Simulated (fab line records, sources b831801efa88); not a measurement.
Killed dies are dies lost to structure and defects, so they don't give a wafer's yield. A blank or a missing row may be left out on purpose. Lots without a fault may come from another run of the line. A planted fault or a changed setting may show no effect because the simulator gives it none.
fab line records | flow sky130 | part 1 of 2: steps 1 to 32 of 40
record lots=5 wafers=15 last_day=50
route steps=708 shown METAL3@534 CAPM@537 VIA3@573
lots that met no fault: from a run of the same line without faults
start_h: hours from the record's first day to the start of the lot's first wafer shown | wait_h: hours since the lot's step before | " the same as in the row above | L1.1+2: a row that stands for several wafers | - no value, or no start given | * or withheld: withheld | < > ~ a bound
route shown NAME@n: a module of which the file shows steps, and the number in the route of the first | usual: mean/standard deviation of fault-free wafers | same: alike in all rows | chamber/n: place in a boat | sites: the reading at each site | _std_site: their standard deviation | _edge_site: outer sites' mean less inner sites' | radius_mm: how far each site lies from the wafer's centre | mask NAME#n: copy n | behind: the tool/chamber that last shaped the wafer | hold: why the lot was held/for how many hours/how that ended | device: the transistor (n, p or np) that didn't switch | end of line: the same wafers' tests at the end of the route | a step without rows: its recipe alone | killed: dies lost to structure and defects at the first sort, not the wafer's yield | map: a wafer's dies, x killed, . not, _ none there
set.NAME: the setting as run; set.NAME@STEP: as run at that earlier step | model.NAME: the simulator's own value behind a step, which no gauge read
lots at some steps of the route; a table a step, a row a wafer
services: from which hour (start_h, from the record's first day; less than 0 if before it) a tool's chamber was out of use, for how many hours, and why
## steps
# step SKY_METAL3_SPUTTER_02
# recipe material=AlCu target_thk_nm=735 power_w=10600 time_s=39.1 chamber_pressure_pa=0.4
# usual throttle_valve_pct=29.9/1.1
# columns lot.wafer tool chamber start_h wait_h throttle_valve_pct
L081.1 pvd_sputter-03 - 899.74 0.0 30.3
L081.3 " - " " 29.5
L081.5 " - " " 27.6
L085.1 pvd_sputter-01 - 927.83 0.0 29.6
L085.2 " - " " 31.0
L085.6 " - " " 30.8
L092.1 pvd_sputter-03 - 978.45 0.0 30.0
L092.5 " - " " 29.4
L092.6 " - " " 30.0
L093.2 pvd_sputter-03 - 998.86 0.0 29.9
L093.3 " - " " 30.2
L093.6 " - " " 29.4
L096.2 pvd_sputter-03 - 1007.19 0.0 29.6
L096.4 " - " " 29.8
L096.6 " - " " 30.3
# step SKY_METAL3_SPUTTER_03
# recipe material=Ti target_thk_nm=5 power_w=3000 time_s=3.3 chamber_pressure_pa=0.4
# usual throttle_valve_pct=29.9/1.1
# columns lot.wafer tool chamber start_h wait_h throttle_valve_pct
L081.1 pvd_sputter-03 - 899.78 0.0 30.2
L081.3 " - " " 29.8
L081.5 " - " " 27.8
L085.1 pvd_sputter-01 - 927.87 0.0 29.7
L085.2 " - " " 30.9
L085.6 " - " " 31.2
L092.1 pvd_sputter-03 - 978.48 0.0 30.3
L092.5 " - " " 29.3
L092.6 " - " " 30.4
L093.2 pvd_sputter-03 - 998.90 0.0 29.9
L093.3 " - " " 30.2
L093.6 " - " " 29.3
L096.2 pvd_sputter-03 - 1007.23 0.0 29.5
L096.4 " - " " 29.6
L096.6 " - " " 30.1
# step SKY_METAL3_SPUTTER_04
# recipe material=TiN target_thk_nm=70 power_w=6500 time_s=58.3 chamber_pressure_pa=0.4
# usual throttle_valve_pct=29.9/1.1
# columns lot.wafer tool chamber start_h wait_h throttle_valve_pct
L081.1 pvd_sputter-03 - 899.80 0.0 30.3
L081.3 " - " " 29.4
L081.5 " - " " 27.7
L085.1 pvd_sputter-01 - 927.89 0.0 29.4
L085.2 " - " " 30.7
L085.6 " - " " 31.0
L092.1 pvd_sputter-03 - 978.50 0.0 30.3
L092.5 " - " " 29.5
L092.6 " - " " 30.4
L093.2 pvd_sputter-03 - 998.92 0.0 29.5
L093.3 " - " " 30.4
L093.6 " - " " 29.2
L096.2 pvd_sputter-03 - 1007.25 0.0 29.4
L096.4 " - " " 29.3
L096.6 " - " " 30.2
# step SKY_CAPM_CVD_00
# recipe material=SiO2 target_thk_nm=15.5 temp_c=400 time_s=withheld rf_w=450
# usual heater_power_w=690/56 rf_fwd_power_W=441.3/2.9
# columns lot.wafer tool chamber start_h wait_h heater_power_w rf_fwd_power_W
L081.1 pecvd-01 0 899.85 0.0 624 437.0
L081.3 " 2 " " 648 439.7
L081.5 " 2 " " 643 439.8
L085.1 pecvd-01 0 927.94 0.0 577 439.5
L085.2 " 1 " " 689 440.4
L085.6 " 0 " " 566 439.6
L092.1 pecvd-03 1 978.55 0.0 766 443.1
L092.5 " 0 " " 681 437.5
L092.6 " 1 " " 617 444.3
L093.2 pecvd-02 1 998.97 0.0 710 443.7
L093.3 " 0 " " 667 442.3
L093.6 " 2 " " 788 443.6
L096.2 pecvd-01 0 1007.30 0.0 573 438.1
L096.4 " 0 " " 562 438.0
L096.6 " 2 " " 645 438.2
# step SKY_CAPM_THK_MEAS_01
# recipe reads=SiO2_of_CAPM_CVD_00
# usual CAPM_CVD_00_THK=15.57/0.25
# columns lot.wafer tool chamber start_h wait_h CAPM_CVD_00_THK[nm]
L081.1 film_metro-04 - 899.88 - 15.72
L081.3 " - " " 15.45
L081.5 " - " " 15.20
L085.1 film_metro-04 - 927.96 - 15.60
L085.2 " - " " 15.53
L085.6 " - " " 15.86
L092.1 film_metro-04 - 978.57 - 15.30
L092.5 " - " " 15.57
L092.6 " - " " 15.53
L093.2 film_metro-04 - 999.00 - 15.48
L093.3 " - " " 15.50
L093.6 " - " " 15.93
L096.2 film_metro-04 - 1007.33 - 15.81
L096.4 " - " " 15.80
L096.6 " - " " 15.58
# step SKY_CAPM_SPUTTER_02
# recipe material=TiN target_thk_nm=200 temp_c=300 power_w=6500 time_s=166.7 chamber_pressure_pa=0.4
# usual throttle_valve_pct=29.3/1.1
# columns lot.wafer tool chamber start_h wait_h throttle_valve_pct
L081.1 pvd_sputter-04 - 899.94 0.1 29.3
L081.3 " - " " 27.7
L081.5 " - " " 29.8
L085.1 pvd_sputter-04 - 928.02 0.1 29.9
L085.2 " - " " 30.4
L085.6 " - " " 29.8
L092.1 pvd_sputter-04 - 978.63 0.1 27.3
L092.5 " - " " 27.4
L092.6 " - " " 30.2
L093.2 pvd_sputter-01 - 999.05 0.0 29.4
L093.3 " - " " 29.7
L093.6 " - " " 30.8
L096.2 pvd_sputter-04 - 1007.38 0.0 29.6
L096.4 " - " " 30.6
L096.6 " - " " 29.7
# step SKY_CAPM_RS_MEAS_03
# recipe thk_meas_gauge=four-point-probe reads=TiN_of_CAPM_SPUTTER_02
# usual CAPM_TIN_RS=6.89/0.094
# columns lot.wafer tool chamber start_h wait_h CAPM_TIN_RS[ohm/sq]
L081.1 film_metro-03 - 900.05 0.1 6.87
L081.3 " - " " 6.82
L081.5 " - " " 7.00
L085.1 film_metro-02 - 928.13 0.1 6.90
L085.2 " - " " 6.86
L085.6 " - " " 6.92
L092.1 film_metro-04 - 978.74 0.1 6.83
L092.5 " - " " 6.83
L092.6 " - " " 7.01
L093.2 film_metro-02 - 999.18 0.1 6.79
L093.3 " - " " 6.91
L093.6 " - " " 6.77
L096.2 film_metro-02 - 1007.51 0.1 7.06
L096.4 " - " " 7.05
L096.6 " - " " 6.99
# step SKY_CAPM_THK_MEAS_04
# recipe thk_meas_gauge=xrf reads=TiN_of_CAPM_SPUTTER_02
# usual CAPM_TIN_THK=203/3.1
# columns lot.wafer tool chamber start_h wait_h CAPM_TIN_THK[nm]
L081.1 film_metro-03 - 900.17 0.1 203
L081.3 " - " " 204
L081.5 " - " " 200
L085.1 film_metro-02 - 928.25 0.1 204
L085.2 " - " " 205
L085.6 " - " " 203
L092.1 film_metro-04 - 978.86 0.1 204
L092.5 " - " " 204
L092.6 " - " " 198
L093.2 film_metro-02 - 999.29 0.1 207
L093.3 " - " " 203
L093.6 " - " " 208
L096.2 film_metro-02 - 1007.62 0.1 199
L096.4 " - " " 200
L096.6 " - " " 202
# step SKY_CAPM_DEHYDRATE_05
# recipe temp_c=200 time_s=60
# columns lot.wafer tool chamber start_h wait_h
L081.1+3+5 litho_track-01 0 911.82 11.6
L085.1+2+6 litho_track-01 0 940.17 11.9
L092.1+5+6 litho_track-02 0 989.96 11.1
L093.2+3+6 litho_track-01 0 1010.39 11.1
L096.2+4+6 litho_track-04 0 1018.29 10.7
# step SKY_CAPM_HMDS_06
# recipe prime_time_s=60 prime_temp_c=120
# columns lot.wafer tool chamber start_h wait_h
L081.1+3+5 litho_track-01 0 911.97 0.1
L085.1+2+6 litho_track-01 0 940.32 0.1
L092.1+5+6 litho_track-02 0 990.11 0.1
L093.2+3+6 litho_track-01 0 1010.54 0.1
L096.2+4+6 litho_track-04 0 1018.44 0.1
# step SKY_CAPM_COAT_07
# recipe resist=NOVOLAK spin_rpm=3000 resist_thk_nm=1140
# columns lot.wafer tool chamber start_h wait_h
L081.1+3+5 litho_track-01 0 912.12 0.1
L085.1+2+6 litho_track-01 0 940.47 0.1
L092.1+5+6 litho_track-02 0 990.26 0.1
L093.2+3+6 litho_track-01 0 1010.69 0.1
L096.2+4+6 litho_track-04 0 1018.59 0.1
# step SKY_CAPM_SOFTBAKE_08
# recipe temp_c=90 time_s=60 resist=NOVOLAK
# columns lot.wafer tool chamber start_h wait_h
L081.1+3+5 litho_track-01 0 912.27 0.1
L085.1+2+6 litho_track-01 0 940.62 0.1
L092.1+5+6 litho_track-02 0 990.41 0.1
L093.2+3+6 litho_track-01 0 1010.84 0.1
L096.2+4+6 litho_track-04 0 1018.74 0.1
# step SKY_CAPM_EXPOSE_09
# recipe mask_id=CAPM na=0.6 source_shape=conventional sigma_outer=0.6 polarization=unpolarized target_cd_nm=1000 dose_mj=159
# same na=0.6
# columns lot.wafer tool chamber start_h wait_h mask
L081.1+3+5 iline_stepper-01 0 - - CAPM#0
L085.1+2+6 iline_stepper-02 0 - - CAPM#0
L092.1+5+6 iline_stepper-02 0 - - CAPM#0
L093.2+3+6 iline_stepper-02 0 - - CAPM#0
L096.2+4+6 iline_stepper-02 0 - - CAPM#0
# step SKY_CAPM_PEB_10
# recipe temp_c=withheld time_s=* resist=NOVOLAK
# columns lot.wafer tool chamber start_h wait_h
L081.1+3+5 litho_track-04 0 - -
L085.1+2+6 litho_track-02 0 - -
L092.1+5+6 litho_track-02 0 - -
L093.2+3+6 litho_track-02 0 - -
L096.2+4+6 litho_track-01 0 - -
# step SKY_CAPM_DEVELOP_11
# recipe resist=NOVOLAK developer=TMAH develop_time_s=60 dev_temp_c=23
# columns lot.wafer tool chamber start_h wait_h
L081.1+3+5 litho_track-04 0 924.11 0.1
L085.1+2+6 litho_track-02 0 952.71 0.1
L092.1+5+6 litho_track-02 0 1001.91 0.1
L093.2+3+6 litho_track-02 0 1022.09 0.1
L096.2+4+6 litho_track-01 0 1029.44 0.1
# step SKY_CAPM_OVL_MEAS_12
# usual CAPM_OVL=0.7/1.2
# columns lot.wafer tool chamber start_h wait_h CAPM_OVL[nm]
L081.1 overlay-02 - 924.26 0.1 1.2
L081.3 " - " " -1.8
L081.5 " - " " 1.7
L085.1 overlay-02 - 952.86 0.1 0.4
L085.2 " - " " -1.8
L085.6 " - " " 0.9
L092.1 overlay-01 - 1002.06 0.1 0.7
L092.5 " - " " 1.9
L092.6 " - " " 0.8
L093.2 overlay-02 - 1022.22 0.1 -0.7
L093.3 " - " " 0.2
L093.6 " - " " 0.6
L096.2 overlay-01 - 1029.58 0.1 1.4
L096.4 " - " " 1.4
L096.6 " - " " 2.1
# step SKY_CAPM_METAL_ETCH_13
# recipe target_depth_nm=220 stop_on=SiO2 chemistry=Cl2/BCl3 target=TiN pressure_mtorr=10 icp_w=900 bias_w=48.5 Cl2_flow_sccm=60 bcl3_flow_sccm=30 time_s=62.9
# usual drypump_motor_current_A=5.80/0.29 oes_product_au=0.943/0.0089 rf_fwd_power_W=894/4.1 throttle_valve_pct=21.900/0.0096
# columns lot.wafer tool chamber start_h wait_h drypump_motor_current_A oes_product_au rf_fwd_power_W rf_hours_counter_h throttle_valve_pct
L081.1 rie_metal-04 1 924.30 0.0 5.57 0.942 900 9 21.905
L081.3 " 0 " " 6.18 0.949 895 - 21.899
L081.5 " 0 " " 6.15 0.935 894 - 21.905
L085.1 rie_metal-02 1 952.90 0.0 6.12 0.948 888 16 21.896
L085.2 " 0 " " 5.69 0.947 894 3 21.892
L085.6 " 1 " " 6.16 0.941 891 - 21.904
L092.1 rie_metal-02 1 1002.10 0.0 6.14 0.951 892 19 21.898
L092.5 " 0 " " 5.69 0.948 900 - 21.897
L092.6 " 1 " " 6.17 0.938 892 - 21.896
L093.2 rie_metal-03 1 1022.25 0.0 5.79 0.952 898 5 21.902
L093.3 " 1 " " 5.78 0.938 897 - 21.906
L093.6 " 1 " " 5.77 0.956 898 - 21.895
L096.2 rie_metal-02 0 1029.63 0.0 5.69 0.922 893 - 21.917
L096.4 " 0 " " 5.68 0.935 897 - 21.901
L096.6 " 0 " " 5.67 0.937 897 - 21.906
# step SKY_CAPM_STRIP_14
# recipe chemistry=O2/N2 power_w=1400 pressure_mtorr=1500 platen_temp_c=withheld o2_flow_sccm=3000 n2_flow_sccm=300 overash_fraction=0.5
# usual drypump_motor_current_A=5.7/0.5 n2_flow_sccm=299.9/0.84 o2_flow_sccm=3001/8 oes_product_au=0.711/0.0051 strip_time_to_endpoint_s=12.66/0.051
# columns lot.wafer tool chamber start_h wait_h drypump_motor_current_A n2_flow_sccm o2_flow_sccm oes_product_au rf_hours_counter_h strip_time_to_endpoint_s
L081.1 plasma_asher-02 0 924.38 0.1 5.7 301.3 2996 0.711 19 12.58
L081.3 " 0 " " 5.7 300.8 2997 0.714 - 12.67
L081.5 " 1 " " 5.8 300.9 2998 0.709 - 12.68
L085.1 plasma_asher-04 0 952.98 0.1 6.6 300.2 3008 0.712 113 12.67
L085.2 " 1 " " 5.4 300.3 3005 0.709 113 12.66
L085.6 " 1 " " 5.4 301.3 3005 0.717 - 12.68
L092.1 plasma_asher-01 0 1002.18 0.1 5.7 299.6 2998 0.717 57 12.69
L092.5 " 0 " " 5.7 299.4 3007 0.712 - 12.62
L092.6 " 1 " " 4.9 299.0 3012 0.716 - 12.69
L093.2 plasma_asher-04 1 1022.33 0.1 5.4 300.2 2998 0.704 120 12.67
L093.3 " 1 " " 5.4 301.0 3009 0.706 - 12.66
L093.6 " 1 " " 5.4 300.5 3003 0.716 - 12.62
L096.2 plasma_asher-02 1 1029.76 0.1 5.8 299.0 3010 0.713 30 12.68
L096.4 " 0 " " 5.7 300.7 2998 0.712 - 12.65
L096.6 " 0 " " 5.7 301.2 2996 0.702 - 12.72
# step SKY_CAPM_STRIP_15
# recipe chemistry=post_etch_residue_remover time_s=1200 temp_c=72.5
# columns lot.wafer tool chamber start_h wait_h
L081.1+3+5 wet_bench-02 0 924.48 0.1
L085.1+2+6 wet_bench-04 3 953.07 0.1
L092.1+5+6 wet_bench-01 0 1002.28 0.1
L093.2+3+6 wet_bench-04 1 1022.43 0.1
L096.2+4+6 wet_bench-02 3 1029.86 0.1
# step SKY_CAPM_CLEAN_16
# recipe chemistry=IPA time_s=180 temp_c=25
# columns lot.wafer tool chamber start_h wait_h
L081.1+3+5 wet_bench-01 2 924.82 0.0
L085.1+2+6 wet_bench-02 2 953.42 0.0
L092.1+5+6 wet_bench-04 0 1002.62 0.0
L093.2+3+6 wet_bench-02 2 1022.77 0.0
L096.2+4+6 wet_bench-01 2 1030.20 0.0
# step SKY_CAPM_CLEAN_17
# recipe chemistry=O3/DIW dry=n2_spin
# columns lot.wafer tool chamber start_h wait_h
L081.1+3+5 wet_bench-04 3 924.88 0.0
L085.1+2+6 wet_bench-02 2 953.47 0.0
L092.1+5+6 wet_bench-01 2 1002.68 0.0
L093.2+3+6 wet_bench-01 3 1022.83 0.0
L096.2+4+6 wet_bench-01 2 1030.26 0.0
# step SKY_METAL3_DEHYDRATE_05
# recipe temp_c=200 time_s=60
# columns lot.wafer tool chamber start_h wait_h
L081.1+3+5 litho_track-04 0 936.81 11.8
L085.1+2+6 litho_track-02 0 964.91 11.3
L092.1+5+6 litho_track-03 0 1013.45 10.7
L093.2+3+6 litho_track-04 0 1033.24 10.3
L096.2+4+6 litho_track-04 0 1040.44 10.1
# step SKY_METAL3_HMDS_06
# recipe prime_time_s=60 prime_temp_c=120
# columns lot.wafer tool chamber start_h wait_h
L081.1+3+5 litho_track-04 0 936.96 0.1
L085.1+2+6 litho_track-02 0 965.06 0.1
L092.1+5+6 litho_track-03 0 1013.60 0.1
L093.2+3+6 litho_track-04 0 1033.39 0.1
L096.2+4+6 litho_track-04 0 1040.59 0.1
# step SKY_METAL3_COAT_07
# recipe resist=BARC temp_c=withheld time_s=withheld spin_rpm=3000 resist_thk_nm=60
# columns lot.wafer tool chamber start_h wait_h
L081.1+3+5 litho_track-04 0 937.11 0.1
L085.1+2+6 litho_track-02 0 965.21 0.1
L092.1+5+6 litho_track-03 0 1013.75 0.1
L093.2+3+6 litho_track-04 0 1033.54 0.1
L096.2+4+6 litho_track-04 0 1040.74 0.1
# step SKY_METAL3_COAT_08
# recipe resist=KrF-thick spin_rpm=3000 resist_thk_nm=1140
# columns lot.wafer tool chamber start_h wait_h
L081.1+3+5 litho_track-04 0 - -
L085.1+2+6 litho_track-02 0 - -
L092.1+5+6 litho_track-03 0 - -
L093.2+3+6 litho_track-04 0 - -
L096.2+4+6 litho_track-04 0 - -
# step SKY_METAL3_SOFTBAKE_09
# recipe temp_c=100 time_s=90 resist=KrF-thick
# columns lot.wafer tool chamber start_h wait_h
L081.1+3+5 litho_track-04 0 - -
L085.1+2+6 litho_track-02 0 - -
L092.1+5+6 litho_track-03 0 - -
L093.2+3+6 litho_track-04 0 - -
L096.2+4+6 litho_track-04 0 - -
# step SKY_METAL3_EXPOSE_10
# recipe mask_id=MM3 na=0.68 source_shape=annular sigma_inner=0.4 sigma_outer=0.8 target_cd_nm=300 dose_mj=28
# same na=0.68
# columns lot.wafer tool chamber start_h wait_h mask
L081.1+3+5 krf_scanner-02 0 - - MM3#0
L085.1+2+6 krf_scanner-02 0 - - MM3#0
L092.1+5+6 krf_scanner-01 0 - - MM3#0
L093.2+3+6 krf_scanner-01 0 - - MM3#0
L096.2+4+6 krf_scanner-02 0 - - MM3#0
# step SKY_METAL3_PEB_11
# recipe peb_temp_c=withheld peb_time_s=withheld resist=KrF-thick
# columns lot.wafer tool chamber start_h wait_h
L081.1+3+5 litho_track-04 0 - -
L085.1+2+6 litho_track-04 0 - -
L092.1+5+6 litho_track-03 0 - -
L093.2+3+6 litho_track-04 0 - -
L096.2+4+6 litho_track-02 0 - -
# step SKY_METAL3_DEVELOP_12
# recipe develop_time_s=60 resist=KrF-thick dev_temp_c=21
# columns lot.wafer tool chamber start_h wait_h
L081.1+3+5 litho_track-04 0 - -
L085.1+2+6 litho_track-04 0 - -
L092.1+5+6 litho_track-03 0 - -
L093.2+3+6 litho_track-04 0 - -
L096.2+4+6 litho_track-02 0 - -
# step SKY_METAL3_CD_MEAS_13
# recipe target_cd_nm=300
# usual cd_nm=299.8/1.8
# columns lot.wafer tool chamber start_h wait_h cd_nm
L081.1 cd_sem-02 - 950.41 - 297.8
L081.3 " - " " 297.3
L081.5 " - " " 299.5
L085.1 cd_sem-02 - 977.41 - 300.0
L085.2 " - " " 300.9
L085.6 " - " " 300.8
L092.1 cd_sem-02 - 1025.70 - 301.6
L092.5 " - " " 301.6
L092.6 " - " " 301.3
L093.2 cd_sem-02 - 1044.98 - 300.4
L093.3 " - " " 299.3
L093.6 " - " " 298.6
L096.2 cd_sem-01 - 1052.33 - 302.3
L096.4 " - " " 301.2
L096.6 " - " " 300.2
# step SKY_METAL3_OVL_MEAS_14
# usual METAL3_OVL=0/5.7
# columns lot.wafer tool chamber start_h wait_h METAL3_OVL[nm]
L081.1 overlay-01 - 950.53 0.1 0
L081.3 " - " " 2
L081.5 " - " " -3
L085.1 overlay-02 - 977.53 0.1 11
L085.2 " - " " 5
L085.6 " - " " -1
L092.1 overlay-02 - 1025.82 0.1 -2
L092.5 " - " " -5
L092.6 " - " " -3
L093.2 overlay-01 - 1045.09 0.1 -6
L093.3 " - " " 3
L093.6 " - " " -7
L096.2 overlay-01 - 1052.44 0.1 -7
L096.4 " - " " -4
L096.6 " - " " -8
# step SKY_METAL3_DESCUM_15
# recipe chemistry=O2 source_power_w=150 bias_power_w=0 pressure_mtorr=10 temp_c=40 time_s=8
# usual drypump_motor_current_A=5.80/0.21 oes_product_au=1.000/0.0088 rf_fwd_power_W=147.0/0.84
# columns lot.wafer tool chamber start_h wait_h drypump_motor_current_A oes_product_au rf_fwd_power_W rf_hours_counter_h
L081.1 rie_metal-02 0 950.57 0.0 5.69 0.998 147.9 3
L081.3 " 0 " " 5.71 0.995 147.8 -
L081.5 " 0 " " 5.73 1.005 147.5 -
L085.1 rie_metal-01 1 977.57 0.0 5.74 1.023 146.1 8
L085.2 " 0 " " 5.70 1.003 147.3 10
L085.6 " 1 " " 5.77 1.027 146.1 -
L092.1 rie_metal-01 1 1025.86 0.0 5.74 1.015 146.6 11
L092.5 " 1 " " 5.75 1.015 146.1 -
L092.6 " 0 " " 5.62 1.009 146.4 -
L093.2 rie_metal-02 0 1045.12 0.0 5.63 1.009 148.3 8
L093.3 " 0 " " 5.62 1.003 148.4 -
L093.6 " 1 " " 6.13 1.010 146.3 -
L096.2 rie_metal-02 0 1052.47 0.0 5.65 0.997 147.6 9
L096.4 " 1 " " 6.14 1.004 147.0 -
L096.6 " 1 " " 6.11 0.994 146.3 -
